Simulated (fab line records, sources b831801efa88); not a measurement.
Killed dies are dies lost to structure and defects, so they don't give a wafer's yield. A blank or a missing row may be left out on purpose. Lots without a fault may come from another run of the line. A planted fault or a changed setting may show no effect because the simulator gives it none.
A struck lot beside a sound one | flow gf180mcu | 16 steps out of a route of 602
Sound: wafers L202.4, L202.5, L202.6. Struck: wafers L207.1, L207.6. (L207.2 of the same lot was not struck and is left out.) The cause comes at the end.
At each step with rows: each side's tool, then ch and its chambers, then its first start. Under that, the readings that differ: sound wafers | struck wafers | difference of the means | sigmas: that difference in standard deviations of wafers without a fault.
alike: readings whose means differ by less than 2 such deviations, and words and numbers that are the same on both sides. not compared: withheld readings, readings that some wafer has no value for, bounds like >300 that may hide the same value, and numbers for which the record gives no deviation and whose values overlap.
The two part at a step that has a row with sigmas, a row that says differs or no value, or rows on one side only. Numbers that don't overlap but have no deviation are shown without sigmas and don't part them. A reading that every wafer of one side lacks parts them only if that side has two wafers or more.

first, 1 step without rows for these wafers: GF_STI_DEVELOP_11 (develop time 60 s).
GF_STI_CD_MEAS_12: target cd 220 nm.
  sound on cd_sem-01, day 2 18:28; struck on cd_sem-01, day 3 19:12
  alike: cd_nm
GF_STI_ETCH_13: etches the open film in CHF3/O2, stops on Si, target depth 282.31 nm, time 112.9 s.
  sound on rie_diel-02 ch 1,2,3, day 2 18:34; struck on rie_diel-03 ch 0,2, day 3 19:19
  alike: chamber_pressure_mTorr, drypump_motor_current_A, oes_product_au, throttle_valve_pct
  not compared: rf_hours_counter_h
GF_STI_ETCH_14: etches Si in HBr/Cl2/O2, target depth 360 nm, time 102.9 s.
  sound on rie_si-02 ch 1,2,3, day 2 18:37; struck on rie_si-02 ch 0,2, day 3 19:24
  reading                        | sound                | struck        | difference | sigmas
  chamber_pressure_mTorr (mTorr) | 15.030 15.012 14.993 | 14.980 14.986 | -0.029     | -2
  alike: drypump_motor_current_A, oes_product_au, throttle_valve_pct
  not compared: rf_hours_counter_h
GF_STI_STRIP_15: strips in O2/N2.
  sound on plasma_asher-03 ch 0,1, day 2 18:43; struck on plasma_asher-02 ch 0, day 3 19:28
  alike: chamber_pressure_mTorr, drypump_motor_current_A, heater_power_w, o2_flow_sccm, oes_product_au, strip_time_to_endpoint_s
  not compared: rf_hours_counter_h
then, 6 steps without rows for these wafers: GF_STI_CLEAN_16 (cleans in dHF, time 25 s); GF_STI_WET_ETCH_17 (etches Si3N4 in H3PO4, target depth 45 nm, time 514 s); GF_STI_CLEAN_18 (cleans in SC1/SC2, time 150 s); GF_STI_CLEAN_19 (cleans in dHF, time 20 s); GF_STI_WET_ETCH_20 (etches SiO2 in dHF, target depth 20 nm, time 400 s); GF_STI_OXIDATION_21 (stabilise 600 s, purge 300 s, target thk 15 nm).
GF_STI_THK_MEAS_22:
  sound on film_metro-04, day 2 21:18; struck on film_metro-02, day 3 21:04
  alike: STI_OXIDATION_01_THK
GF_STI_CVD_23: deposits SiO2, target thk 650 nm, time 108.3 s.
  sound on hdpcvd-01 ch 0,1,2, day 2 21:22; struck on hdpcvd-01 ch 0, day 3 21:07
  reading                              | sound             | struck      | difference | sigmas
  model.SiO2_of_STI_CVD_23.thk_nm (nm) | 646.9 650.5 645.3 | 545.5 544.6 | -102.5     |
GF_STI_THK_MEAS_24:
  sound on film_metro-02, day 2 21:26; struck on film_metro-01, day 3 21:11
  reading             | sound       | struck  | difference | sigmas
  STI_CVD_23_THK (nm) | 647 650 645 | 546 545 | -102       | -15
GF_STI_CMP_25: polishes, stops on Si3N4, t overpolish 33 s, target thk 524.6 nm.
  sound on cmp-02 ch 0,1,3, day 2 21:37; struck on cmp-01 ch 1,3, day 3 21:15
  reading                | sound       | struck  | difference | sigmas
  time_to_endpoint_s (s) | 126 129 130 | 104 101 | -26        | -7
  alike: motor_current_A, retaining_ring_pressure_frac
then, 1 step without rows for these wafers: GF_STI_WET_ETCH_26 (etches SiO2 in dHF, target depth 94 nm, time 188 s).

WHERE THEY PART
First at GF_STI_ETCH_14; last, within this record, at GF_STI_CMP_25.

WHY: what the simulator had put in
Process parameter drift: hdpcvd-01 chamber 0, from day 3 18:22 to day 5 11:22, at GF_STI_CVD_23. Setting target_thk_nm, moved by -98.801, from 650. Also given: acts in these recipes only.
